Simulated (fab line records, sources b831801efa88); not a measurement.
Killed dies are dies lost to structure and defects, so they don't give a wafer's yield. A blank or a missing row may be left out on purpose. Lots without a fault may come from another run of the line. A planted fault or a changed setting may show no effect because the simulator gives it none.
fab line records | flow gf180mcu
record lots=5 wafers=15 last_day=33
route steps=602 shown V5@546 TOP_METAL@567
lots that met no fault: from a run of the same line without faults
start_h: hours from the record's first day to the start of the lot's first wafer shown | wait_h: hours since the lot's step before | " the same as in the row above | L1.1+2: a row that stands for several wafers | - no value, or no start given | * or withheld: withheld | < > ~ a bound
route shown NAME@n: a module of which the file shows steps, and the number in the route of the first | usual: mean/standard deviation of fault-free wafers | same: alike in all rows | chamber/n: place in a boat | sites: the reading at each site | _std_site: their standard deviation | _edge_site: outer sites' mean less inner sites' | radius_mm: how far each site lies from the wafer's centre | mask NAME#n: copy n | behind: the tool/chamber that last shaped the wafer | hold: why the lot was held/for how many hours/how that ended | device: the transistor (n, p or np) that didn't switch | end of line: the same wafers' tests at the end of the route | a step without rows: its recipe alone | killed: dies lost to structure and defects at the first sort, not the wafer's yield | map: a wafer's dies, x killed, . not, _ none there
set.NAME: the setting as run; set.NAME@STEP: as run at that earlier step | model.NAME: the simulator's own value behind a step, which no gauge read
lots at some steps of the route; a table a step, a row a wafer
services: from which hour (start_h, from the record's first day; less than 0 if before it) a tool's chamber was out of use, for how many hours, and why
## steps
# step GF_V5_DEHYDRATE_06
# recipe temp_c=200 time_s=60
# same time_s=60
# columns lot.wafer tool chamber start_h wait_h
L077.2+4+5 litho_track-03 0 650.39 9.1
L079.1+2+5 litho_track-04 0 659.43 9.0
L086.1+3+6 litho_track-04 0 719.58 7.8
L088.1+5+6 litho_track-03 0 731.17 7.9
L092.3+4+5 litho_track-01 0 745.55 8.0
# step GF_V5_HMDS_07
# recipe prime_time_s=60 prime_temp_c=120
# usual prime_temp_c=120.00/0.14
# columns lot.wafer tool chamber start_h wait_h prime_temp_c
L077.2 litho_track-03 0 650.54 0.1 120.14
L077.4 " 0 " " 119.97
L077.5 " 0 " " 120.06
L079.1 litho_track-04 0 659.58 0.1 120.22
L079.2 " 0 " " 120.08
L079.5 " 0 " " 119.86
L086.1 litho_track-04 0 719.73 0.1 120.18
L086.3 " 0 " " 119.93
L086.6 " 0 " " 120.27
L088.1 litho_track-03 0 731.32 0.1 119.84
L088.5 " 0 " " 119.93
L088.6 " 0 " " 119.77
L092.3 litho_track-01 0 745.70 0.1 120.02
L092.4 " 0 " " 119.99
L092.5 " 0 " " 120.03
# step GF_V5_COAT_08
# recipe resist=BARC temp_c=withheld time_s=withheld spin_rpm=withheld resist_thk_nm=withheld
# columns lot.wafer tool chamber start_h wait_h
L077.2+4+5 litho_track-03 0 650.69 0.1
L079.1+2+5 litho_track-04 0 659.73 0.1
L086.1+3+6 litho_track-04 0 719.88 0.1
L088.1+5+6 litho_track-03 0 731.47 0.1
L092.3+4+5 litho_track-01 0 745.85 0.1
# step GF_V5_COAT_09
# recipe resist=KrF spin_rpm=withheld resist_thk_nm=1000
# columns lot.wafer tool chamber start_h wait_h
L077.2+4+5 litho_track-03 0 - -
L079.1+2+5 litho_track-04 0 - -
L086.1+3+6 litho_track-04 0 - -
L088.1+5+6 litho_track-03 0 - -
L092.3+4+5 litho_track-01 0 - -
# step GF_V5_SOFTBAKE_10
# recipe temp_c=130 time_s=60 resist=KrF
# same time_s=60
# columns lot.wafer tool chamber start_h wait_h
L077.2+4+5 litho_track-03 0 - -
L079.1+2+5 litho_track-04 0 - -
L086.1+3+6 litho_track-04 0 - -
L088.1+5+6 litho_track-03 0 - -
L092.3+4+5 litho_track-01 0 - -
# step GF_V5_EXPOSE_11
# recipe mask_id=Via5 target_cd_nm=260 na=0.68 source_shape=conventional sigma_outer=0.6 dose_mj=38
# columns lot.wafer tool chamber start_h wait_h mask
L077.2+4+5 krf_scanner-01 0 - - Via5#0
L079.1+2+5 krf_scanner-01 0 - - Via5#0
L086.1+3+6 krf_scanner-01 0 - - Via5#0
L088.1+5+6 krf_scanner-01 0 - - Via5#0
L092.3+4+5 krf_scanner-01 0 - - Via5#0
# step GF_V5_PEB_12
# recipe peb_temp_c=135 peb_time_s=90 resist=KrF
# columns lot.wafer tool chamber start_h wait_h
L077.2+4+5 litho_track-01 0 - -
L079.1+2+5 litho_track-01 0 - -
L086.1+3+6 litho_track-01 0 - -
L088.1+5+6 litho_track-04 0 - -
L092.3+4+5 litho_track-04 0 - -
# step GF_V5_DEVELOP_13
# recipe develop_time_s=60 resist=KrF dev_temp_c=21
# columns lot.wafer tool chamber start_h wait_h
L077.2+4+5 litho_track-01 0 660.48 0.2
L079.1+2+5 litho_track-01 0 668.96 0.2
L086.1+3+6 litho_track-01 0 728.50 0.2
L088.1+5+6 litho_track-04 0 740.43 0.2
L092.3+4+5 litho_track-04 0 754.43 0.1
# step GF_V5_CD_MEAS_14
# recipe target_cd_nm=260
# usual cd_nm=260.1/1.2
# columns lot.wafer tool chamber start_h wait_h cd_nm
L077.2 cd_sem-01 - 660.63 0.1 261.1
L077.4 " - " " 261.6
L077.5 " - " " 261.0
L079.1 cd_sem-01 - 669.11 0.1 258.9
L079.2 " - " " 257.3
L079.5 " - " " 257.7
L086.1 cd_sem-01 - 728.65 0.1 260.6
L086.3 " - " " 259.2
L086.6 " - " " 260.0
L088.1 cd_sem-02 - 740.58 0.1 258.8
L088.5 " - " " 258.4
L088.6 " - " " 259.0
L092.3 cd_sem-02 - 754.57 0.1 260.7
L092.4 " - " " 260.5
L092.5 " - " " 260.6
# step GF_V5_OVL_MEAS_15
# usual V5_OVL=-5/6
# columns lot.wafer tool chamber start_h wait_h V5_OVL[nm]
L077.2 overlay-01 - 660.73 0.1 -2
L077.4 " - " " -6
L077.5 " - " " -6
L079.1 overlay-01 - 669.23 0.1 -4
L079.2 " - " " 2
L079.5 " - " " -6
L086.1 overlay-02 - 728.77 0.1 1
L086.3 " - " " 0
L086.6 " - " " -1
L088.1 overlay-01 - 740.70 0.1 13
L088.5 " - " " 4
L088.6 " - " " 3
L092.3 overlay-01 - 754.66 0.1 -16
L092.4 " - " " -18
L092.5 " - " " -10
# step GF_V5_ETCH_16
# recipe chemistry=N2/H2 target_depth_a=withheld overetch_a=withheld time_s=withheld target=BARC ion_energy_ev=200 source_w=500 bias_w=100 pressure_mtorr=30 n2_flow_sccm=100 h2_flow_sccm=200
# usual drypump_motor_current_A=5.7/0.59 n2_flow_sccm=99.9/0.32 oes_product_au=0.856/0.0047 throttle_valve_pct=13.225/0.0092
# columns lot.wafer tool chamber start_h wait_h drypump_motor_current_A n2_flow_sccm oes_product_au throttle_valve_pct
L077.2 rie_diel-01 3 660.76 0.0 4.9 100.0 0.849 13.233
L077.4 " 0 " " 6.4 99.8 0.855 13.232
L077.5 " 0 " " 6.4 99.9 0.857 13.229
L079.1 rie_diel-01 1 669.26 0.0 5.9 99.1 0.852 13.223
L079.2 " 0 " " 6.4 100.2 0.853 13.226
L079.5 " 1 " " 5.9 99.7 0.841 13.219
L086.1 rie_diel-01 1 728.81 0.0 5.9 99.7 0.863 13.215
L086.3 " 0 " " 6.5 100.2 0.843 13.221
L086.6 " 3 " " 4.8 99.6 0.855 13.216
L088.1 rie_diel-01 0 740.74 0.0 6.5 100.6 0.859 13.234
L088.5 " 1 " " 5.9 100.0 0.861 13.217
L088.6 " 2 " " 6.0 100.2 0.849 13.224
L092.3 rie_diel-01 0 754.69 0.0 6.5 100.3 0.858 13.227
L092.4 " 2 " " 6.0 99.7 0.856 13.214
L092.5 " 2 " " 6.0 99.8 0.855 13.229
# step GF_V5_ETCH_17
# recipe chemistry=C4F8/O2/Ar mask_material=KrF target=SiO2 stop_on=TiN source_w=1500 bias_w=1200 pressure_mtorr=40 c4f8_flow_sccm=withheld O2_flow_sccm=6 Ar_flow_sccm=300 time_s=withheld target_depth_a=8550
# usual oes_product_au=0.860/0.0045
# columns lot.wafer tool chamber start_h wait_h oes_product_au
L077.2 rie_diel-01 3 - - 0.863
L077.4 " 0 " " 0.850
L077.5 " 0 " " 0.842
L079.1 rie_diel-01 1 - - 0.859
L079.2 " 0 " " 0.865
L079.5 " 1 " " 0.858
L086.1 rie_diel-01 1 - - 0.859
L086.3 " 0 " " 0.855
L086.6 " 3 " " 0.865
L088.1 rie_diel-01 0 - - 0.854
L088.5 " 1 " " 0.862
L088.6 " 2 " " 0.862
L092.3 rie_diel-01 0 - - 0.867
L092.4 " 2 " " 0.852
L092.5 " 2 " " 0.859
# step GF_V5_STRIP_18
# recipe chemistry=O2/N2 power_w=1400 pressure_mtorr=1500 platen_temp_c=250 o2_flow_sccm=3000 n2_flow_sccm=300 overash_fraction=0.5
# usual drypump_motor_current_A=5.8/0.46 heater_power_w=358/22 n2_flow_sccm=300.0/0.94 oes_product_au=0.568/0.005 platen_temp_c=249.99/0.16
# columns lot.wafer tool chamber start_h wait_h drypump_motor_current_A heater_power_w n2_flow_sccm oes_product_au platen_temp_c rf_hours_counter_h
L077.2 plasma_asher-02 1 660.91 - 4.9 377 300.6 0.570 250.00 55
L077.4 " 1 " " 4.9 371 301.6 0.563 249.79 -
L077.5 " 0 " " 6.0 358 299.9 0.573 249.77 -
L079.1 plasma_asher-01 1 669.41 - 5.6 313 300.3 0.565 250.05 89
L079.2 " 0 " " 5.7 384 298.0 0.567 250.04 89
L079.5 " 0 " " 5.7 379 299.9 0.555 249.84 -
L086.1 plasma_asher-02 1 728.96 - 4.9 363 301.6 0.563 250.13 62
L086.3 " 0 " " 6.0 362 300.9 0.564 250.23 -
L086.6 " 0 " " 6.0 360 301.9 0.569 250.00 -
L088.1 plasma_asher-02 0 740.89 - 6.0 361 299.9 0.571 249.96 63
L088.5 " 1 " " 4.9 376 301.3 0.570 249.93 -
L088.6 " 0 " " 6.0 360 299.9 0.570 249.79 -
L092.3 plasma_asher-01 1 754.87 - 5.6 311 299.0 0.560 249.84 -
L092.4 " 0 " " 5.8 391 300.0 0.574 249.93 -
L092.5 " 1 " " 5.6 309 298.2 0.570 250.03 -
# step GF_V5_STRIP_19
# recipe chemistry=post_etch_residue_remover time_s=1200 temp_c=72.5
# usual bath_guard_temp_C=72.8/0.53
# same time_s=1200
# columns lot.wafer tool chamber start_h wait_h bath_guard_temp_C
L077.2 wet_bench-04 0 661.01 0.1 72.9
L077.4 " 0 " " 73.2
L077.5 " 0 " " 73.5
L079.1 wet_bench-03 0 669.51 0.1 73.1
L079.2 " 0 " " 73.2
L079.5 " 0 " " 72.7
L086.1 wet_bench-04 1 729.06 0.1 72.7
L086.3 " 1 " " 72.3
L086.6 " 1 " " 72.2
L088.1 wet_bench-02 3 740.99 0.1 73.1
L088.5 " 3 " " 72.7
L088.6 " 3 " " 72.7
L092.3 wet_bench-04 2 754.94 0.0 72.6
L092.4 " 2 " " 73.0
L092.5 " 2 " " 73.1
# step GF_V5_CLEAN_20
# recipe chemistry=DIW dry=n2_spin
# columns lot.wafer tool chamber start_h wait_h
L077.2+4+5 wet_bench-02 0 661.39 0.0
L079.1+2+5 wet_bench-02 1 669.86 0.0
L086.1+3+6 wet_bench-03 2 729.44 0.0
L088.1+5+6 wet_bench-03 3 741.36 0.0
L092.3+4+5 wet_bench-02 1 755.31 0.0
# step GF_V5_SPUTTER_21
# recipe material=Ti target_thk_nm=15 chamber_pressure_pa=5 power_w=2500 substrate_temp_c=200 time_s=80.02
# usual substrate_temp_c=200.00/0.16 throttle_valve_pct=29.9/1.3
# same time_s=80.02
# columns lot.wafer tool chamber start_h wait_h substrate_temp_c throttle_valve_pct
L077.2 pvd_sputter-03 - 661.48 0.0 200.09 29.3
L077.4 " - " " 200.08 29.2
L077.5 " - " " 200.14 29.4
L079.1 pvd_sputter-01 - 669.95 0.0 199.75 30.9
L079.2 " - " " 199.85 29.6
L079.5 " - " " 200.04 29.6
L086.1 pvd_sputter-02 - 729.54 0.0 199.54 32.0
L086.3 " - " " 199.94 27.8
L086.6 " - " " 199.87 31.1
L088.1 pvd_sputter-01 - 741.45 0.0 200.22 30.9
L088.5 " - " " 200.33 28.1
L088.6 " - " " 200.23 29.8
L092.3 pvd_sputter-01 - 755.41 0.0 199.59 30.9
L092.4 " - " " 199.85 29.7
L092.5 " - " " 200.17 28.1
# step GF_V5_SPUTTER_22
# recipe material=TiN target_thk_nm=10 chamber_pressure_pa=5 power_w=4000 time_s=40
# usual throttle_valve_pct=30.0/1.3
# same time_s=40
# columns lot.wafer tool chamber start_h wait_h throttle_valve_pct
L077.2 pvd_sputter-03 - 661.54 0.0 29.3
L077.4 " - " " 29.5
L077.5 " - " " 29.6
L079.1 pvd_sputter-01 - 670.01 0.0 30.7
L079.2 " - " " 29.3
L079.5 " - " " 29.9
L086.1 pvd_sputter-02 - 729.60 0.0 32.2
L086.3 " - " " 28.0
L086.6 " - " " 31.2
L088.1 pvd_sputter-01 - 741.52 0.0 30.9
L088.5 " - " " 28.2
L088.6 " - " " 29.6
L092.3 pvd_sputter-01 - 755.47 0.0 31.0
L092.4 " - " " 29.7
L092.5 " - " " 28.3
# step GF_V5_CVD_23
# recipe material=W target_thk_nm=350 time_s=104.9 temp_c=400 pressure_torr=40
# usual heater_power_w=870/35
# same time_s=104.9
# columns lot.wafer tool chamber start_h wait_h heater_power_w
L077.2 cvd_w-02 1 661.58 0.0 889
L077.4 " 0 " " 885
L077.5 " 1 " " 881
L079.1 cvd_w-02 0 670.05 0.0 874
L079.2 " 1 " " 895
L079.5 " 0 " " 876
L086.1 cvd_w-02 1 729.64 0.0 893
L086.3 " 1 " " 888
L086.6 " 0 " " 894
L088.1 cvd_w-02 0 741.55 0.0 883
L088.5 " 1 " " 890
L088.6 " 0 " " 901
L092.3 cvd_w-02 0 755.55 0.1 902
L092.4 " 1 " " 880
L092.5 " 0 " " 922
# step GF_V5_RS_MEAS_24
# recipe thk_meas_gauge=four-point-probe reads=W_of_V5_CVD_23+TiN_of_V5_SPUTTER_22+Ti_of_V5_SPUTTER_21
# usual V5_W_RS=0.329/0.0045
# columns lot.wafer tool chamber start_h wait_h V5_W_RS[ohm/sq]
L077.2 film_metro-03 - 661.71 0.1 0.332
L077.4 " - " " 0.322
L077.5 " - " " 0.329
L079.1 film_metro-01 - 670.16 0.1 0.324
L079.2 " - " " 0.331
L079.5 " - " " 0.325
L086.1 film_metro-01 - 729.75 0.1 0.330
L086.3 " - " " 0.330
L086.6 " - " " 0.324
L088.1 film_metro-01 - 741.67 0.1 0.324
L088.5 " - " " 0.329
L088.6 " - " " 0.327
L092.3 film_metro-03 - 755.67 0.1 0.327
L092.4 " - " " 0.328
L092.5 " - " " 0.321
# step GF_V5_THK_MEAS_25
# recipe thk_meas_gauge=xrf reads=W_of_V5_CVD_23
# usual V5_W_THK=351/5.2
# columns lot.wafer tool chamber start_h wait_h V5_W_THK[nm]
L077.2 film_metro-03 - 661.82 0.1 348
L077.4 " - " " 360
L077.5 " - " " 350
L079.1 film_metro-01 - 670.28 0.1 359
L079.2 " - " " 353
L079.5 " - " " 359
L086.1 film_metro-01 - 729.87 0.1 351
L086.3 " - " " 348
L086.6 " - " " 356
L088.1 film_metro-01 - 741.79 0.1 353
L088.5 " - " " 351
L088.6 " - " " 352
L092.3 film_metro-03 - 755.77 0.1 352
L092.4 " - " " 352
L092.5 " - " " 358
# step GF_V5_CMP_26
# recipe stop_on=SiO2 down_force_psi=3.5 platen_rpm=60 t_overpolish_s=15 target_thk_nm=0 pad_velocity_m_s=0.94248
# usual motor_current_A=11.4/1.5 overpolish_run_s=15.000/0.0094 time_to_endpoint_s=86/3.6
# columns lot.wafer tool chamber start_h wait_h motor_current_A overpolish_run_s time_to_endpoint_s
L077.4 cmp-02 2 661.97 0.1 10.1 14.991 89
L077.2 " 3 " " 12.6 14.980 85
L077.5 " 1 " " 10.6 15.003 86
L079.1 cmp-01 3 670.39 0.1 8.3 15.000 85
L079.2 " 0 " " 12.0 15.006 86
L079.5 " 3 " " 8.7 15.014 82
L086.3 cmp-02 2 729.93 0.0 9.7 14.989 88
L086.1 " 1 " " 10.5 14.996 86
L086.6 " 3 " " 11.8 14.993 89
L088.1 cmp-02 0 741.95 0.1 11.9 14.990 90
L088.6 " 2 " " 9.6 14.996 87
L088.5 " 3 " " 12.7 15.005 88
L092.3 cmp-02 2 755.86 0.1 9.9 15.020 89
L092.4 " 3 " " 12.4 15.003 84
L092.5 " 1 " " 10.1 15.012 86
# step GF_TOP_METAL_SPUTTER_00
# recipe material=Ti target_thk_nm=37.5 arriving_ion_energy_ev=80 substrate_temp_c=200 chamber_pressure_pa=2 power_w=4000 time_s=150
# usual substrate_temp_c=199.99/0.17 throttle_valve_pct=29.5/1.4
# same time_s=150
# columns lot.wafer tool chamber start_h wait_h substrate_temp_c throttle_valve_pct
L077.2 pvd_sputter-04 - 662.17 0.1 200.08 29.1
L077.4 " - " " 199.84 30.5
L077.5 " - " " 200.17 29.1
L079.1 pvd_sputter-01 - 670.64 0.2 200.11 28.2
L079.2 " - " " 200.18 30.6
L079.5 " - " " 200.43 29.8
L086.1 pvd_sputter-04 - 730.23 0.1 200.07 27.4
L086.3 " - " " 199.76 30.9
L086.6 " - " " 199.89 27.4
L088.1 pvd_sputter-02 - 742.15 0.1 199.96 28.4
L088.5 " - " " 200.26 32.2
L088.6 " - " " 200.22 28.6
L092.3 pvd_sputter-02 - 756.11 0.2 199.80 31.3
L092.4 " - " " 200.05 32.1
L092.5 " - " " 199.84 31.2
# step GF_TOP_METAL_SPUTTER_01
# recipe material=TiN target_thk_nm=30 power_w=6500 time_s=25 chamber_pressure_pa=0.4
# usual throttle_valve_pct=29.5/1.4
# same time_s=25
# columns lot.wafer tool chamber start_h wait_h throttle_valve_pct
L077.2 pvd_sputter-04 - 662.27 0.1 29.5
L077.4 " - " " 31.1
L077.5 " - " " 29.3
L079.1 pvd_sputter-01 - 670.74 0.1 28.2
L079.2 " - " " 30.9
L079.5 " - " " 29.8
L086.1 pvd_sputter-04 - 730.33 0.1 27.3
L086.3 " - " " 30.5
L086.6 " - " " 27.5
L088.1 pvd_sputter-02 - 742.25 0.1 28.2
L088.5 " - " " 32.3
L088.6 " - " " 28.5
L092.3 pvd_sputter-02 - 756.21 0.1 31.4
L092.4 " - " " 32.1
L092.5 " - " " 31.1
# step GF_TOP_METAL_SPUTTER_02
# recipe material=AlCu target_thk_nm=900 power_w=10600 chamber_pressure_pa=0.3 substrate_temp_c=250 gas=Ar time_s=47.82
# usual substrate_temp_c=250.01/0.16 throttle_valve_pct=29.5/1.4
# same time_s=47.82
# columns lot.wafer tool chamber start_h wait_h substrate_temp_c throttle_valve_pct
L077.2 pvd_sputter-04 - 662.30 0.0 250.08 29.2
L077.4 " - " " 250.23 30.9
L077.5 " - " " 249.98 29.0
L079.1 pvd_sputter-01 - 670.77 0.0 250.35 28.0
L079.2 " - " " 250.05 30.9
L079.5 " - " " 249.98 29.6
L086.1 pvd_sputter-04 - 730.36 0.0 250.13 27.2
L086.3 " - " " 249.88 30.8
L086.6 " - " " 249.79 27.2
L088.1 pvd_sputter-02 - 742.28 0.0 249.88 28.2
L088.5 " - " " 249.99 31.9
L088.6 " - " " 250.08 28.5
L092.3 pvd_sputter-02 - 756.24 0.0 249.79 31.1
L092.4 " - " " 250.15 32.1
L092.5 " - " " 250.14 31.4
# step GF_TOP_METAL_SPUTTER_03
# recipe material=Ti target_thk_nm=5 substrate_temp_c=300 chamber_pressure_pa=0.3 power_w=3000 time_s=3.3
# usual substrate_temp_c=299.99/0.22 throttle_valve_pct=29.5/1.4
# same time_s=3.3
# columns lot.wafer tool chamber start_h wait_h substrate_temp_c throttle_valve_pct
L077.2 pvd_sputter-04 - 662.34 0.0 300.13 29.2
L077.4 " - " " 299.79 31.1
L077.5 " - " " 299.94 29.3
L079.1 pvd_sputter-01 - 670.81 0.0 299.92 28.0
L079.2 " - " " 300.23 30.7
L079.5 " - " " 299.81 29.3
L086.1 pvd_sputter-04 - 730.40 0.0 300.21 27.2
L086.3 " - " " 300.06 30.9
L086.6 " - " " 299.98 27.0
L088.1 pvd_sputter-02 - 742.32 0.0 300.01 28.5
L088.5 " - " " 299.72 31.8
L088.6 " - " " 300.09 28.3
L092.3 pvd_sputter-02 - 756.28 0.0 300.30 31.1
L092.4 " - " " 300.07 32.2
L092.5 " - " " 300.21 31.2
# step GF_TOP_METAL_SPUTTER_04
# recipe material=TiN target_thk_nm=25 power_w=6500 time_s=20.8 chamber_pressure_pa=0.4
# usual throttle_valve_pct=29.5/1.4
# same time_s=20.8
# columns lot.wafer tool chamber start_h wait_h throttle_valve_pct
L077.2 pvd_sputter-04 - 662.36 0.0 29.5
L077.4 " - " " 30.8
L077.5 " - " " 29.5
L079.1 pvd_sputter-01 - 670.83 0.0 28.1
L079.2 " - " " 30.8
L079.5 " - " " 29.6
L086.1 pvd_sputter-04 - 730.42 0.0 27.6
L086.3 " - " " 30.6
L086.6 " - " " 27.5
L088.1 pvd_sputter-02 - 742.34 0.0 28.4
L088.5 " - " " 31.9
L088.6 " - " " 28.5
L092.3 pvd_sputter-02 - 756.30 0.0 31.2
L092.4 " - " " 31.9
L092.5 " - " " 31.5
# step GF_TOP_METAL_RS_MEAS_05
# recipe thk_meas_gauge=four-point-probe reads=TiN_of_TOP_METAL_SPUTTER_04+Ti_of_TOP_METAL_SPUTTER_03+AlCu_of_TOP_METAL_SPUTTER_02+TiN_of_TOP_METAL_SPUTTER_01+Ti_of_TOP_METAL_SPUTTER_00
# usual TOP_METAL_ALCU_RS=0.0327/0.0004
# columns lot.wafer tool chamber start_h wait_h TOP_METAL_ALCU_RS[ohm/sq]
L077.2 film_metro-02 - 662.41 0.0 0.0329
L077.4 " - " " 0.0328
L077.5 " - " " 0.0329
L079.1 film_metro-02 - 670.86 0.0 0.0330
L079.2 " - " " 0.0319
L079.5 " - " " 0.0329
L086.1 film_metro-04 - 730.45 0.0 0.0331
L086.3 " - " " 0.0325
L086.6 " - " " 0.0331
L088.1 film_metro-02 - 742.37 0.0 0.0325
L088.5 " - " " 0.0323
L088.6 " - " " 0.0325
L092.3 film_metro-04 - 756.37 0.1 0.0328
L092.4 " - " " 0.0324
L092.5 " - " " 0.0327
# step GF_TOP_METAL_THK_MEAS_06
# recipe thk_meas_gauge=xrf reads=AlCu_of_TOP_METAL_SPUTTER_02
# usual TOP_METAL_ALCU_THK=897/11
# columns lot.wafer tool chamber start_h wait_h TOP_METAL_ALCU_THK[nm]
L077.2 film_metro-02 - 662.52 0.1 889
L077.4 " - " " 895
L077.5 " - " " 891
L079.1 film_metro-02 - 670.98 0.1 885
L079.2 " - " " 914
L079.5 " - " " 891
L086.1 film_metro-04 - 730.57 0.1 883
L086.3 " - " " 894
L086.6 " - " " 878
L088.1 film_metro-02 - 742.49 0.1 898
L088.5 " - " " 904
L088.6 " - " " 900
L092.3 film_metro-04 - 756.47 0.1 887
L092.4 " - " " 904
L092.5 " - " " 893
# step GF_TOP_METAL_DEHYDRATE_07
# recipe temp_c=200 time_s=60
# same time_s=60
# columns lot.wafer tool chamber start_h wait_h
L077.2+4+5 litho_track-04 0 671.51 9.0
L079.1+2+5 litho_track-02 0 679.96 9.0
L086.1+3+6 litho_track-04 0 738.98 8.4
L088.1+5+6 litho_track-04 0 749.98 7.5
L092.3+4+5 litho_track-02 0 764.16 7.7
# step GF_TOP_METAL_HMDS_08
# recipe prime_time_s=60 prime_temp_c=120
# usual prime_temp_c=120.00/0.13
# columns lot.wafer tool chamber start_h wait_h prime_temp_c
L077.2 litho_track-04 0 671.66 0.1 120.02
L077.4 " 0 " " 120.12
L077.5 " 0 " " 120.05
L079.1 litho_track-02 0 680.11 0.1 120.23
L079.2 " 0 " " 119.96
L079.5 " 0 " " 120.19
L086.1 litho_track-04 0 739.13 0.1 120.17
L086.3 " 0 " " 119.91
L086.6 " 0 " " 120.03
L088.1 litho_track-04 0 750.13 0.1 119.88
L088.5 " 0 " " 119.88
L088.6 " 0 " " 120.04
L092.3 litho_track-02 0 764.31 0.1 120.06
L092.4 " 0 " " 119.90
L092.5 " 0 " " 119.75
# step GF_TOP_METAL_COAT_09
# recipe resist=NOVOLAK spin_rpm=3000 resist_thk_nm=1500
# columns lot.wafer tool chamber start_h wait_h
L077.2+4+5 litho_track-04 0 671.81 0.1
L079.1+2+5 litho_track-02 0 680.26 0.1
L086.1+3+6 litho_track-04 0 739.28 0.1
L088.1+5+6 litho_track-04 0 750.28 0.1
L092.3+4+5 litho_track-02 0 764.46 0.1
# step GF_TOP_METAL_SOFTBAKE_10
# recipe temp_c=90 time_s=60 resist=NOVOLAK
# same time_s=60
# columns lot.wafer tool chamber start_h wait_h
L077.2+4+5 litho_track-04 0 671.96 0.1
L079.1+2+5 litho_track-02 0 680.41 0.1
L086.1+3+6 litho_track-04 0 739.43 0.1
L088.1+5+6 litho_track-04 0 750.43 0.1
L092.3+4+5 litho_track-02 0 764.61 0.1
# step GF_TOP_METAL_EXPOSE_11
# recipe mask_id=MetalTop target_cd_nm=440 na=0.6 source_shape=conventional sigma_outer=0.6 dose_mj=170
# columns lot.wafer tool chamber start_h wait_h mask
L077.2+4+5 iline_stepper-01 0 - - MetalTop#0
L079.1+2+5 iline_stepper-01 0 - - MetalTop#0
L086.1+3+6 iline_stepper-02 0 - - MetalTop#0
L088.1+5+6 iline_stepper-01 0 - - MetalTop#0
L092.3+4+5 iline_stepper-02 0 - - MetalTop#0
# step GF_TOP_METAL_PEB_12
# recipe temp_c=withheld time_s=* resist=NOVOLAK
# same time_s=*
# columns lot.wafer tool chamber start_h wait_h
L077.2+4+5 litho_track-04 0 - -
L079.1+2+5 litho_track-04 0 - -
L086.1+3+6 litho_track-04 0 - -
L088.1+5+6 litho_track-03 0 - -
L092.3+4+5 litho_track-03 0 - -
# step GF_TOP_METAL_DEVELOP_13
# recipe develop_time_s=60 dev_temp_c=23
# columns lot.wafer tool chamber start_h wait_h
L077.2+4+5 litho_track-04 0 681.31 0.1
L079.1+2+5 litho_track-04 0 689.68 0.1
L086.1+3+6 litho_track-04 0 747.68 0.1
L088.1+5+6 litho_track-03 0 758.77 0.1
L092.3+4+5 litho_track-03 0 772.37 0.1
# step GF_TOP_METAL_CD_MEAS_14
# recipe target_cd_nm=440
# usual cd_nm=439.6/2.2
# columns lot.wafer tool chamber start_h wait_h cd_nm
L077.2 cd_sem-01 - 681.45 0.1 439.9
L077.4 " - " " 442.0
L077.5 " - " " 439.9
L079.1 cd_sem-02 - 689.83 0.1 438.5
L079.2 " - " " 439.2
L079.5 " - " " 441.3
L086.1 cd_sem-02 - 747.83 0.1 440.8
L086.3 " - " " 440.7
L086.6 " - " " 439.8
L088.1 cd_sem-01 - 758.92 0.1 440.5
L088.5 " - " " 440.5
L088.6 " - " " 441.0
L092.3 cd_sem-02 - 772.51 0.1 441.9
L092.4 " - " " 442.2
L092.5 " - " " 443.3
# step GF_TOP_METAL_OVL_MEAS_15
# usual TOP_METAL_OVL=0.3/1.6
# columns lot.wafer tool chamber start_h wait_h TOP_METAL_OVL[nm]
L077.2 overlay-01 - 681.56 0.1 -0.5
L077.4 " - " " 1.3
L077.5 " - " " -1.6
L079.1 overlay-01 - 689.95 0.1 1.2
L079.2 " - " " 0.8
L079.5 " - " " 0.8
L086.1 overlay-02 - 747.95 0.1 -1.8
L086.3 " - " " 0.0
L086.6 " - " " 0.4
L088.1 overlay-01 - 759.04 0.1 -0.4
L088.5 " - " " -1.0
L088.6 " - " " -2.2
L092.3 overlay-01 - 772.60 0.1 -2.9
L092.4 " - " " -0.8
L092.5 " - " " -1.0
# step GF_TOP_METAL_METAL_ETCH_16
# recipe chemistry=Cl2/BCl3 mask_material=NOVOLAK target_depth_nm=1197 stop_on=SiO2 pressure_mtorr=8 icp_w=800 bias_w=140 Cl2_flow_sccm=80 bcl3_flow_sccm=40 time_s=199.5
# usual bcl3_flow_sccm=39.97/0.12 drypump_motor_current_A=5.8/0.41 oes_product_au=0.993/0.0062 throttle_valve_pct=28.226/0.0094
# same time_s=199.5
# columns lot.wafer tool chamber start_h wait_h bcl3_flow_sccm drypump_motor_current_A oes_product_au rf_hours_counter_h throttle_valve_pct
L077.2 rie_metal-03 0 681.59 0.0 39.99 6.0 1.001 2 28.229
L077.4 " 1 " " 39.79 5.5 0.984 - 28.228
L077.5 " 0 " " 40.19 6.1 1.003 - 28.224
L079.1 rie_metal-02 0 689.99 0.0 40.02 6.1 0.998 14 28.229
L079.2 " 1 " " 39.79 6.2 0.991 6 28.233
L079.5 " 1 " " 40.06 6.2 1.000 - 28.222
L086.1 rie_metal-01 0 747.99 0.0 39.90 5.0 0.997 6 28.229
L086.3 " 0 " " 40.11 5.0 0.995 - 28.246
L086.6 " 0 " " 39.99 5.0 0.989 - 28.233
L088.1 rie_metal-03 1 759.07 0.0 40.10 5.5 0.992 12 28.231
L088.5 " 0 " " 39.84 6.1 0.993 - 28.212
L088.6 " 1 " " 40.02 5.6 0.981 - 28.227
L092.3 rie_metal-03 0 772.69 0.1 40.22 6.0 0.999 - 28.232
L092.4 " 1 " " 40.00 5.5 0.994 - 28.230
L092.5 " 1 " " 39.79 5.6 0.988 - 28.232
## services
# columns tool chamber start_h hours kind
cmp-01 - 628.74 1.9 repair
cmp-02 - 631.51 4.5 pm
rie_diel-01 1 633.53 10.9 repair
cmp-02 - 636.65 1.3 repair
krf_scanner-01 - 638.71 1.3 pm
cmp-01 - 638.75 0.9 repair
iline_stepper-02 - 639.08 4.4 pm
rie_metal-02 1 642.66 35.1 repair
rie_metal-03 1 649.47 26.4 repair
cmp-02 - 659.75 0.6 repair
pvd_sputter-02 - 668.24 8.0 repair
rie_metal-03 - 674.82 0.2 repair
iline_stepper-02 - 677.50 2.1 repair
krf_scanner-01 - 679.82 0.8 pm
rie_diel-01 2 683.61 4.9 repair
iline_stepper-01 - 684.93 1.7 pm
rie_metal-01 1 698.28 5.0 repair
cmp-02 - 700.60 0.8 repair
cmp-02 - 711.76 0.4 repair
krf_scanner-01 - 712.77 1.0 pm
cmp-02 - 745.26 4.0 pm
pvd_sputter-02 - 746.84 4.1 repair
cvd_w-02 - 747.17 1.1 repair
rie_metal-03 - 764.08 0.6 repair
## key
fault none
